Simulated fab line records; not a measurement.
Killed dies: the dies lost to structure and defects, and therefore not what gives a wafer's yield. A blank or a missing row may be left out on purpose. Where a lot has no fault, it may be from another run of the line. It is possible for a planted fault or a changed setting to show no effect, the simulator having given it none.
Which tool is to blame? + flow sfqLine + Sampling: 14 lots, 42 wafers, 4 of 325 route steps

== WHAT THE GAUGES SHOWED, per wafer ==
SFQ_I2_BOW_MEAS_917.
| lot  | measured     | on           | I2_BOW (um) |
|------|--------------|--------------|-------------|
| L737 | day 26 04:44 | filmMetro-04 | 14 3 4      |
| L739 | day 26 16:38 | filmMetro-02 | 5 9 12      |
| L740 | day 27 01:39 | filmMetro-02 | 9 16 9      |
| L741 | day 28 16:38 | filmMetro-02 | 0 7 11      |
| L742 | day 28 22:01 | filmMetro-03 | 5 13 10     |
| L746 | day 36 17:17 | filmMetro-03 | -2 -2 4     |
| L747 | day 37 02:17 | filmMetro-03 | -4 -16 -21  |
| L748 | day 37 17:20 | filmMetro-04 | -1 9 17     |
| L749 | day 38 05:17 | filmMetro-02 | -1 -11 7    |
| L753 | day 39 17:18 | filmMetro-04 | 21 2 20     |
| L754 | day 39 20:17 | filmMetro-03 | 4 3 14      |
| L756 | day 40 04:09 | filmMetro-04 | 4 11 19     |
| L759 | day 41 18:02 | filmMetro-03 | 8 -3 -1     |
| L760 | day 42 07:19 | filmMetro-02 | -8 -13 0    |

== TOOL THAT RAN EACH LOT (tool first, then ch and the chambers of the sampled wafers, then the start) ==
| lot  | SFQ_TRILAYER_M0_STRIP_STRIP_025  | SFQ_TRILAYER_I1_VIA_STRIP_STRIP_053 | SFQ_TRILAYER_M2_BARC_OPEN_METAL_ETCH_077 |
|------|----------------------------------|-------------------------------------|------------------------------------------|
| L737 | rieMetal-04 ch 1, day 12 02:10   | rieMetal-01 ch 0, day 25 19:52      | rieMetal-03 ch 0,1, day 25 23:21         |
| L739 | rieMetal-04 ch 0,1, day 13 00:16 | rieMetal-04 ch 0,1, day 26 07:52    | rieMetal-02 ch 0,1, day 26 11:14         |
| L740 | rieMetal-04 ch 0,1, day 13 06:16 | rieMetal-03 ch 0,1, day 26 16:16    | rieMetal-04 ch 0,1, day 26 20:35         |
| L741 | rieMetal-04 ch 0,1, day 14 04:15 | rieMetal-04 ch 0,1, day 28 09:07    | rieMetal-04 ch 0,1, day 28 12:36         |
| L742 | rieMetal-02 ch 0, day 14 19:58   | rieMetal-03 ch 0,1, day 28 13:55    | rieMetal-02 ch 1, day 28 17:16           |
| L746 | rieMetal-04 ch 0,1, day 16 04:22 | rieMetal-01 ch 1, day 29 17:31      | rieMetal-03 ch 0,1, day 36 03:07         |
| L747 | rieMetal-02 ch 0,1, day 16 07:58 | rieMetal-04 ch 0,1, day 30 02:02    | rieMetal-04 ch 0,1, day 36 16:19         |
| L748 | rieMetal-03 ch 0,1, day 16 15:49 | rieMetal-03 ch 0,1, day 30 13:02    | rieMetal-04 ch 0,1, day 37 02:14         |
| L749 | rieMetal-02 ch 0,1, day 17 01:13 | rieMetal-03 ch 0,1, day 30 22:26    | rieMetal-03 ch 0, day 37 08:13           |
| L753 | rieMetal-03 ch 0,1, day 18 06:08 | rieMetal-04 ch 0,1, day 32 03:48    | rieMetal-02 ch 0,1, day 38 16:05         |
| L754 | rieMetal-04 ch 0,1, day 18 07:20 | rieMetal-04 ch 0,1, day 32 08:29    | rieMetal-03 ch 0,1, day 38 18:29         |
| L756 | rieMetal-03 ch 0,1, day 19 06:16 | rieMetal-01 ch 0,1, day 33 20:35    | rieMetal-03 ch 0,1, day 39 17:35         |
| L759 | rieMetal-04 ch 0,1, day 21 10:03 | rieMetal-03 ch 0,1, day 35 15:31    | rieMetal-04 ch 0,1, day 41 13:59         |
| L760 | rieMetal-02 ch 0,1, day 21 22:15 | rieMetal-04 ch 0,1, day 36 04:36    | rieMetal-04 ch 0,1, day 42 03:13         |
- SFQ_TRILAYER_M0_STRIP_STRIP_025: strips in O2.
- SFQ_TRILAYER_I1_VIA_STRIP_STRIP_053: strips in O2.
- SFQ_TRILAYER_M2_BARC_OPEN_METAL_ETCH_077: etches BARC in O2, target depth 125 nm, time 41.7 s.

== WHAT THE TOOLS THEMSELVES READ (means of the sampled wafers that have a number; where no wafer has one, the mark that the record gives instead) ==
SFQ_TRILAYER_M0_STRIP_STRIP_025.
| lot  | tool        | drypumpMotorCurrentA (A) | oesProductAu (a.u.) | platenTempC (C) |
|------|-------------|--------------------------|---------------------|-----------------|
| L737 | rieMetal-04 | 4.8                      | 1.011               | 39.91           |
| L739 | rieMetal-04 | 5.1                      | 1.000               | 39.95           |
| L740 | rieMetal-04 | 5.3                      | 0.999               | 40.01           |
| L741 | rieMetal-04 | 5.0                      | 1.002               | 40.06           |
| L742 | rieMetal-02 | 6.6                      | 0.990               | 39.97           |
| L746 | rieMetal-04 | 5.0                      | 0.998               | 39.88           |
| L747 | rieMetal-02 | 6.4                      | 1.010               | 40.00           |
| L748 | rieMetal-03 | 5.9                      | 0.998               | 40.02           |
| L749 | rieMetal-02 | 6.4                      | 1.001               | 40.01           |
| L753 | rieMetal-03 | 5.7                      | 0.994               | 39.99           |
| L754 | rieMetal-04 | 5.4                      | 0.991               | 40.15           |
| L756 | rieMetal-03 | 5.7                      | 1.005               | 39.98           |
| L759 | rieMetal-04 | 5.0                      | 1.008               | 40.11           |
| L760 | rieMetal-02 | 6.4                      | 0.997               | 40.09           |

SFQ_TRILAYER_I1_VIA_STRIP_STRIP_053.
| lot  | tool        | drypumpMotorCurrentA (A) | oesProductAu (a.u.) | platenTempC (C) |
|------|-------------|--------------------------|---------------------|-----------------|
| L737 | rieMetal-01 | 5.3                      | 1.011               | 40.09           |
| L739 | rieMetal-04 | 5.3                      | 1.013               | 39.80           |
| L740 | rieMetal-03 | 5.9                      | 1.000               | 40.02           |
| L741 | rieMetal-04 | 5.1                      | 1.002               | 39.90           |
| L742 | rieMetal-03 | 5.7                      | 1.005               | 40.06           |
| L746 | rieMetal-01 | 6.3                      | 1.003               | 39.97           |
| L747 | rieMetal-04 | 5.1                      | 1.008               | 40.08           |
| L748 | rieMetal-03 | 5.9                      | 1.004               | 39.90           |
| L749 | rieMetal-03 | 5.9                      | 1.006               | 40.13           |
| L753 | rieMetal-04 | 5.0                      | 1.001               | 40.04           |
| L754 | rieMetal-04 | 5.4                      | 0.998               | 39.96           |
| L756 | rieMetal-01 | 6.0                      | 1.000               | 40.02           |
| L759 | rieMetal-03 | 5.7                      | 0.994               | 39.95           |
| L760 | rieMetal-04 | 5.4                      | 1.007               | 40.03           |

SFQ_TRILAYER_M2_BARC_OPEN_METAL_ETCH_077.
| lot  | tool        | drypumpMotorCurrentA (A) | oesProductAu (a.u.) | runLengthS (s) |
|------|-------------|--------------------------|---------------------|----------------|
| L737 | rieMetal-03 | 5.9                      | 0.686               | 69.8           |
| L739 | rieMetal-02 | 6.4                      | 0.686               | 70.1           |
| L740 | rieMetal-04 | 5.4                      | 0.683               | 70.1           |
| L741 | rieMetal-04 | 5.3                      | 0.683               | 69.8           |
| L742 | rieMetal-02 | 6.3                      | 0.682               | 69.8           |
| L746 | rieMetal-03 | 5.9                      | 0.688               | 69.7           |
| L747 | rieMetal-04 | 5.4                      | 0.681               | 70.2           |
| L748 | rieMetal-04 | 5.0                      | 0.686               | 70.5           |
| L749 | rieMetal-03 | 5.5                      | 0.688               | 70.2           |
| L753 | rieMetal-02 | 6.4                      | 0.689               | 70.2           |
| L754 | rieMetal-03 | 5.7                      | 0.707               | 68.4           |
| L756 | rieMetal-03 | 5.9                      | 0.713               | 67.8           |
| L759 | rieMetal-04 | 5.0                      | 0.689               | 70.2           |
| L760 | rieMetal-04 | 5.3                      | 0.687               | 69.8           |

== THE ANSWER, worked out from the rows above alone ==
Rule: the usual values come from the lots themselves. The widest of any qualifying gaps counts: lots, ordered by their means at a reading, are off when they make up no more than a third of the lots, leave a main group of 4 or more, and stand apart from it by 3 or more times the standard deviation of that group's means. A main group is skipped when, at the precision printed for the reading in the tables above, its means are all equal. A lot without any number at a reading at which 4 lots or more have one is off too. Where the step has rows for the other lots, those lots are counted as sound. First the gauges in route order, then the tools' own readings, where a lot's mean is used as printed above. The first step at which some lot is off is used, and at that step the reading that is off furthest; a lot without a number counts as furthest.
Off at SFQ_TRILAYER_M2_BARC_OPEN_METAL_ETCH_077 (oesProductAu): L754, L756. For the main group the mean is 0.686 a.u. and the standard deviation 0.0027.
If a tool, at that step or one of the process steps before it, ran each lot that is off and ran no sound lot following the first of them, it fits. One fits: rieMetal-03 at SFQ_TRILAYER_M2_BARC_OPEN_METAL_ETCH_077. A fault onset in the window from L749 (day 37 08:13, its last sound lot) to L754 (day 38 18:29, its first lot off) fits.
The tool's own readings at SFQ_TRILAYER_M2_BARC_OPEN_METAL_ETCH_077 bear it out: on the lots that are off they differ by more than 5 times the standard deviation of the sound lots' means. oesProductAu reads 0.710 a.u. there against 0.686 a.u. on the sound lots; runLengthS reads 68.1 s there against 70.0 s on the sound lots.

== WHAT HAD BEEN PUT IN BY THE SIMULATOR ==
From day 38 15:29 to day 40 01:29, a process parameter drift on rieMetal-03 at SFQ_TRILAYER_M2_BARC_OPEN_METAL_ETCH_077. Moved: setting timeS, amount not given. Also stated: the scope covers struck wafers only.
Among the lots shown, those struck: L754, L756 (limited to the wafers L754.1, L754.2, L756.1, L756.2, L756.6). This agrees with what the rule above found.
